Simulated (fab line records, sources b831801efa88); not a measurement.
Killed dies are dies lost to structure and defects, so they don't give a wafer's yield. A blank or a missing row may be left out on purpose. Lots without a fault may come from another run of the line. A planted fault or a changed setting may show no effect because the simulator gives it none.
Which tool did it? | flow gf180mcu | 13 lots, 39 wafers sampled, at 5 steps of a route of 602

WHAT THE GAUGES READ, wafer by wafer
GF_CONTACT_BOW_MEAS_05.
lot  | measured     | on            | CONTACT_BOW (um)
L832 | day 15 02:14 | film_metro-04 | 62 68 74
L833 | day 15 22:05 | film_metro-04 | 57 57 61
L834 | day 15 22:13 | film_metro-04 | 52 59 71
L835 | day 16 02:03 | film_metro-04 | 65 70 58
L837 | day 16 23:50 | film_metro-04 | 66 70 65
L836 | day 17 01:16 | film_metro-02 | 67 73 61
L839 | day 17 20:01 | film_metro-04 | 51 58 54
L842 | day 18 21:14 | film_metro-02 | 74 73 60
L845 | day 20 00:24 | film_metro-04 | 67 70 64
L849 | day 21 08:56 | film_metro-04 | 61 65 65
L851 | day 21 23:47 | film_metro-02 | 78 84 75
L852 | day 22 16:38 | film_metro-02 | 67 67 62
L853 | day 22 17:40 | film_metro-02 | 53 71 72

GF_M1_CD_MEAS_14: target cd 230 nm.
lot  | measured     | on        | cd_nm (nm)
L832 | day 16 23:57 | cd_sem-02 | 232.8 231.6 231.9
L833 | day 17 21:09 | cd_sem-01 | 232.8 232.8 231.9
L834 | day 17 20:48 | cd_sem-02 | 227.6 228.8 227.7
L835 | day 18 00:58 | cd_sem-02 | 228.7 228.9 229.0
L837 | day 19 00:15 | cd_sem-01 | 230.9 229.4 229.6
L836 | day 19 01:36 | cd_sem-02 | 231.0 230.7 231.4
L839 | day 19 21:51 | cd_sem-01 | 229.0 229.1 230.4
L842 | day 20 22:38 | cd_sem-02 | 233.1 232.5 231.7
L845 | day 22 01:44 | cd_sem-01 | 229.8 230.8 230.5
L849 | day 23 09:48 | cd_sem-01 | 199.2 160.7 171.0
L851 | day 23 23:38 | cd_sem-02 | 229.2 230.0 230.0
L852 | day 24 15:06 | cd_sem-02 | 229.3 229.4 229.1
L853 | day 24 16:57 | cd_sem-01 | 231.4 230.6 230.4

GF_V1_BOW_MEAS_05.
lot  | measured     | on            | V1_BOW (um)
L832 | day 17 01:21 | film_metro-02 | 88 93 98
L833 | day 17 22:55 | film_metro-02 | 74 75 79
L834 | day 17 22:19 | film_metro-02 | 79 84 94
L835 | day 18 02:21 | film_metro-03 | 76 80 70
L837 | day 19 01:41 | film_metro-03 | 84 89 82
L836 | day 19 03:00 | film_metro-02 | 87 93 81
L839 | day 19 23:34 | film_metro-02 | 70 78 74
L842 | day 21 00:07 | film_metro-02 | 90 90 76
L845 | day 22 03:06 | film_metro-02 | 86 90 82
L849 | day 23 11:10 | film_metro-03 | 76
L851 | day 24 01:00 | film_metro-02 | 102 109 100
L852 | day 24 16:28 | film_metro-02 | 88 89 85
L853 | day 24 18:19 | film_metro-03 | 74 90 92

WHICH TOOL RAN EACH LOT (tool, then ch and the chambers of the sampled wafers, then the start)
lot  | GF_SAB_CVD_00                   | GF_M1_EXPOSE_11
L832 | pecvd-03 ch 0,2, day 14 04:16   | krf_scanner-01 ch 0, day 16 12:52
L833 | pecvd-03 ch 0,1,2, day 14 22:36 | krf_scanner-01 ch 0, day 17 09:10
L834 | pecvd-01 ch 0,2, day 14 23:37   | krf_scanner-02 ch 0, day 17 08:56
L835 | pecvd-01 ch 0,1,2, day 15 02:02 | krf_scanner-01 ch 0, day 17 13:58
L837 | pecvd-01 ch 1,2, day 16 00:28   | krf_scanner-01 ch 0, day 18 12:02
L836 | pecvd-03 ch 0,1,2, day 16 01:25 | krf_scanner-01 ch 0, day 18 13:17
L839 | pecvd-01 ch 1,2, day 16 19:30   | krf_scanner-01 ch 0, day 19 09:50
L842 | pecvd-02 ch 1,2, day 17 19:37   | krf_scanner-02 ch 0, day 20 10:43
L845 | pecvd-01 ch 0,2, day 18 22:52   | krf_scanner-01 ch 0, day 21 13:45
L849 | pecvd-03 ch 0,2, day 20 07:13   | krf_scanner-01 ch 0, day 22 22:46
L851 | pecvd-01 ch 0,1,2, day 20 22:32 | krf_scanner-02 ch 0, day 23 12:06
L852 | pecvd-01 ch 0,1,2, day 21 16:08 | krf_scanner-02 ch 0, day 24 04:39
L853 | pecvd-03 ch 0,1,2, day 21 17:02 | krf_scanner-02 ch 0, day 24 06:15
- GF_SAB_CVD_00: deposits SiO2 from TEOS, target thk 50 nm, time 4.9302 s.
- GF_M1_EXPOSE_11: exposes mask Metal1, target cd 230 nm.

WHAT THE TOOLS THEMSELVES READ (means of the sampled wafers that have a number; where no wafer has one, the mark that the record gives instead)
GF_SAB_CVD_00.
lot  | tool     | heater_power_w (W)
L832 | pecvd-03 | 743
L833 | pecvd-03 | 744
L834 | pecvd-01 | 496
L835 | pecvd-01 | 531
L837 | pecvd-01 | 651
L836 | pecvd-03 | 725
L839 | pecvd-01 | 579
L842 | pecvd-02 | 716
L845 | pecvd-01 | 523
L849 | pecvd-03 | 702
L851 | pecvd-01 | 540
L852 | pecvd-01 | 541
L853 | pecvd-03 | 729

GF_M1_EXPOSE_11.
lot  | tool           | exposure_dose_mJ_cm2
L832 | krf_scanner-01 | 27.77
L833 | krf_scanner-01 | 27.78
L834 | krf_scanner-02 | 27.84
L835 | krf_scanner-01 | 27.81
L837 | krf_scanner-01 | 27.84
L836 | krf_scanner-01 | 27.81
L839 | krf_scanner-01 | 27.80
L842 | krf_scanner-02 | 27.79
L845 | krf_scanner-01 | 27.78
L849 | krf_scanner-01 | 26.44
L851 | krf_scanner-02 | 27.80
L852 | krf_scanner-02 | 27.78
L853 | krf_scanner-02 | 27.78

THE ANSWER, worked out from the rows above alone
Rule: what is usual is taken from the lots themselves. Put in order of their means at a reading, lots are off if they are a third of the lots or fewer, leave a main group of 4 or more, and stand apart from it by a gap of 3 or more times the standard deviation of the main group's means; of several such gaps the widest counts. A main group whose means are all the same, to the digits that the tables above print for the reading, isn't used. A lot without any number at a reading at which 4 lots or more have one is off too. The other lots that the step has rows for count as sound. The gauges are gone through in route order, then the tools' own readings, and for those a lot's mean is taken as printed above. The first step at which some lot is off is used, and at that step the reading that is off furthest; a lot without a number counts as furthest.
Off: L849, at GF_M1_CD_MEAS_14 (cd_nm). The main group: mean 230.4 nm, standard deviation 1.4.
A tool fits if, at a process step before that reading, it ran every lot that is off, and no sound lot after the first of them. The gauges at GF_M1_CD_MEAS_14 aren't tried: what is off there is off at GF_M1_EXPOSE_11 too, on other tools, and a gauge's error can't cause that. One fits: krf_scanner-01 at GF_M1_EXPOSE_11. Its last sound lot is L845 (day 21 13:45), its first lot that is off L849 (day 22 22:46): a fault that began between those two fits.
The tool's own readings at GF_M1_EXPOSE_11 bear it out: on the lots that are off they differ by more than 5 times the standard deviation of the sound lots' means. exposure_dose_mJ_cm2 reads 26.44 there against 27.80 on the sound lots.

WHAT THE SIMULATOR HAD PUT IN
Process parameter drift: krf_scanner-01, from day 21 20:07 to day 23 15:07, at GF_M1_EXPOSE_11. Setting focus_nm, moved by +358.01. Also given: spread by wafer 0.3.
Lots struck among those shown: L849. The rule above found the same.
